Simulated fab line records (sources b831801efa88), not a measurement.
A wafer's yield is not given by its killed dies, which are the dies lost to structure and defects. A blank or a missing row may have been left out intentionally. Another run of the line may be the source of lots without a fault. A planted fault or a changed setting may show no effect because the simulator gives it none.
Matching of chambers || flow gf180mcu || GF_V5_CMP_04 on cmp-02: 4 sister chambers
The step polishes SiO2. 16 wafers are shown with their chamber, then 8 later ones without.

== WAFERS WITH THEIR CHAMBER ==
{"wafer": "L087.1", "chamber": 1, "motor_current_A (A)": 11.3}
{"wafer": "L087.2", "chamber": 3, "motor_current_A (A)": 12.8}
{"wafer": "L087.3", "chamber": 2, "motor_current_A (A)": 11.7}
{"wafer": "L087.4", "chamber": 0, "motor_current_A (A)": 11.8}
{"wafer": "L087.5", "chamber": 1, "motor_current_A (A)": 11.1}
{"wafer": "L087.6", "chamber": 2, "motor_current_A (A)": 12.6}
{"wafer": "L088.1", "chamber": 2, "motor_current_A (A)": 11.8}
{"wafer": "L088.2", "chamber": 3, "motor_current_A (A)": 13.7}
{"wafer": "L088.3", "chamber": 0, "motor_current_A (A)": 13.2}
{"wafer": "L088.4", "chamber": 1, "motor_current_A (A)": 11.2}
{"wafer": "L088.5", "chamber": 3, "motor_current_A (A)": 13.2}
{"wafer": "L088.6", "chamber": 2, "motor_current_A (A)": 11.6}
{"wafer": "L091.1", "chamber": 0, "motor_current_A (A)": 12.9}
{"wafer": "L091.2", "chamber": 3, "motor_current_A (A)": 14.1}
{"wafer": "L091.3", "chamber": 1, "motor_current_A (A)": 11.2}
{"wafer": "L091.4", "chamber": 2, "motor_current_A (A)": 12.2}

SIGNATURES (means of the wafers above)
{"reading": "motor_current_A", "chamber 0": 12.633, "chamber 1": 11.200, "chamber 2": 11.980, "chamber 3": 13.450, "scatter within a chamber": 0.48}
Rule: a wafer lies at a distance from a chamber equal to the root of the sum of squares, over the readings, of (its reading less the chamber's mean, divided by the reading's scatter). If the next closest chamber is less than 2 further off than the closest, the wafer can't be placed; otherwise it belongs to the closest. How the scatter is found: for the shown wafers, subtract from each reading the mean of its chamber, square and add these, divide the total by (wafers less chambers), then take the root.

== WAFERS WHOSE CHAMBER IS MISSING ==
{"wafer": "L091.5", "motor_current_A (A)": 14.1}
{"wafer": "L091.6", "motor_current_A (A)": 12.7}
{"wafer": "L093.1", "motor_current_A (A)": 11.8}
{"wafer": "L093.2", "motor_current_A (A)": 11.3}
{"wafer": "L093.3", "motor_current_A (A)": 11.9}
{"wafer": "L093.4", "motor_current_A (A)": 14.4}
{"wafer": "L093.5", "motor_current_A (A)": 11.0}
{"wafer": "L093.6", "motor_current_A (A)": 12.2}

== WHICH CHAMBER EACH WENT THROUGH ==
{"wafer": "L091.5", "from the rows above": "can't be placed: 3 or 0", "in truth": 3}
{"wafer": "L091.6", "from the rows above": "can't be placed: 0 or 2 or 3", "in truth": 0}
{"wafer": "L093.1", "from the rows above": "can't be placed: 2 or 1 or 0", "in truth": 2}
{"wafer": "L093.2", "from the rows above": "can't be placed: 1 or 2", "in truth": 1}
{"wafer": "L093.3", "from the rows above": "can't be placed: 2 or 1 or 0", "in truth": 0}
{"wafer": "L093.4", "from the rows above": "can't be placed: 3 or 0", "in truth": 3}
{"wafer": "L093.5", "from the rows above": "can't be placed: 1 or 2", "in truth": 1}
{"wafer": "L093.6", "from the rows above": "can't be placed: 2 or 0 or 1", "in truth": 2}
Correct placement for 0 of the 8. Unplaceable from these rows: 8, with the true chamber sitting among the candidates in 8. Number placed wrongly: 0.
